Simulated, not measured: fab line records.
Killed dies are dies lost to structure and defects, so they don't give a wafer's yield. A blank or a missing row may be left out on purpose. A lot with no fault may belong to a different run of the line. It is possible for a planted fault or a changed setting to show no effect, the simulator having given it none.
Comparing a struck lot with a sound one | flow sky130 | 20 steps out of a route of 708
Sound: these wafers, L231.1, L231.2, L231.3. The struck wafers were L249.3, L249.5, L249.6. At the end, the cause is stated.
Each step with rows lists, per side, the tool, then ch with its chambers, then its first start. Under that, the readings that differ: sound wafers | struck wafers | difference of the means | sigmas: that difference in standard deviations of wafers without a fault.
alike: a reading whose means differ by less than 2 such deviations, as well as words and numbers matching on both sides. not compared: withheld readings; readings where some wafer has no value; bounds like >300 that might hide an equal value; numbers whose values overlap and for which the record gives no deviation.
The two part at a step that has a row with sigmas, a row that says differs or no value, or rows on one side only. When numbers do not overlap yet have no deviation, they are printed without sigmas and do not part them. A reading that every wafer of one side lacks parts them only if that side has two wafers or more.

SKY_RES_XHIGH_STRIP_08: strips in O2/N2.
  sound on plasma_asher-04 ch 0,1, day 28 08:41; struck on plasma_asher-01 ch 0,1, day 33 21:06
  alike: drypump_motor_current_A, oes_product_au, strip_time_to_endpoint_s
  not compared: rf_hours_counter_h
SKY_RES_XHIGH_TW_MEAS_09:
  sound on film_metro-01, day 28 08:47; struck on film_metro-01, day 33 21:11
  alike: RES_XHIGH_TW
then, 7 steps without rows for these wafers: SKY_SD_N_DEHYDRATE_00 (time 60 s); SKY_SD_N_HMDS_01 (prime time 60 s); SKY_SD_N_COAT_02 (resist thk 1140 nm); SKY_SD_N_SOFTBAKE_03 (time 60 s); SKY_SD_N_EXPOSE_04 (exposes mask NSDM, target cd 380 nm); SKY_SD_N_PEB_05; SKY_SD_N_DEVELOP_06 (develop time 60 s).
SKY_SD_N_CD_MEAS_07: the cd target is 380 nm.
  sound on cd_sem-01, day 29 13:11; struck on cd_sem-02, day 34 22:51
  alike: cd_nm
SKY_SD_N_OVL_MEAS_08:
  sound on overlay-01, day 29 13:18; struck on overlay-01, day 34 22:57
  alike: SD_N_OVL
then, 1 step without rows for these wafers: SKY_SD_N_IMPLANT_09.
SKY_SD_N_IMPLANT_10:
  sound on implanter-01 ch 0, day 29 13:29; struck on implanter-01 ch 0, day 34 23:10
  reading            | sound                          | struck                        | difference | sigmas
  dose_ions_cm2      | 1.0005e+14 9.995e+13 9.987e+13 | 3.668e+13 3.679e+13 3.679e+13 | -6.320e+13 | -99 or more
  faraday_current_uA | 495 499 492                    | 207 198 214                   | -289       | -9
  alike: end_station_pressure_torr
SKY_SD_N_STRIP_11: strips in O2/N2.
  sound on plasma_asher-03 ch 0,1, day 29 13:38; struck on plasma_asher-02 ch 0,1, day 34 23:18
  reading                     | sound       | struck      | difference | sigmas
  drypump_motor_current_A (A) | 5.2 5.4 5.3 | 6.3 5.4 6.4 | +0.7       | +2
  alike: oes_product_au, strip_time_to_endpoint_s
  not compared: rf_hours_counter_h
SKY_SD_N_TW_MEAS_12:
  sound on film_metro-02, day 29 13:44; struck on film_metro-02, day 34 23:23
  alike: SD_N_TW
then, 1 step without rows for these wafers: SKY_SD_N_CLEAN_13 (cleans in SC1/SC2, time 150 s).
SKY_SD_N_RTA_14: time 2 s.
  sound on rtp_anneal-02 ch 0, day 29 13:51; struck on rtp_anneal-01 ch 0, day 34 23:30
  alike: chamber_o2_ppm, lamp_power_pct, wafer_temp_C_max
SKY_SD_N_RS_MEAS_16: the measuring method here is four-point-probe.
  sound on film_metro-01, day 29 14:01; struck on film_metro-01, day 34 23:41
  reading          | sound             | struck            | difference | sigmas
  SD_N_RS (ohm/sq) | 68.64 68.54 68.59 | 70.18 69.97 70.21 | +1.53      | +15
SKY_SD_N_RS_MEAS_17: the measuring method here is four-point-probe.
  sound on film_metro-01, day 29 14:08; struck on film_metro-01, day 34 23:49
  alike: SD_P_RS
-- a jump in the record: the struck wafers' starts before and after are 16 days apart (it breaks off in module SD_N and resumes in module PAD_OPEN, where the first step shown is number 708 of the route) --
SKY_PAD_OPEN_PROBE_99:
  sound on prober-01, day 47 00:08; struck on prober-01, day 50 17:50
  alike: killed_at_M0_to_M3, killed_at_M4_up, killed_at_contacts, killed_at_front_end, killed_dies, killed_open, killed_short

WHERE THEY PART
Last at SKY_SD_N_RS_MEAS_16 as far as this record goes, first at SKY_SD_N_IMPLANT_10. Later steps at which nothing parts them and some readings are alike: SKY_SD_N_RS_MEAS_17, SKY_PAD_OPEN_PROBE_99.

WHY: what had been put in by the simulator
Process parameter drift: implanter-01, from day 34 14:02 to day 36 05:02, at SKY_SD_N_IMPLANT_10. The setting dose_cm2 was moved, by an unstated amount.
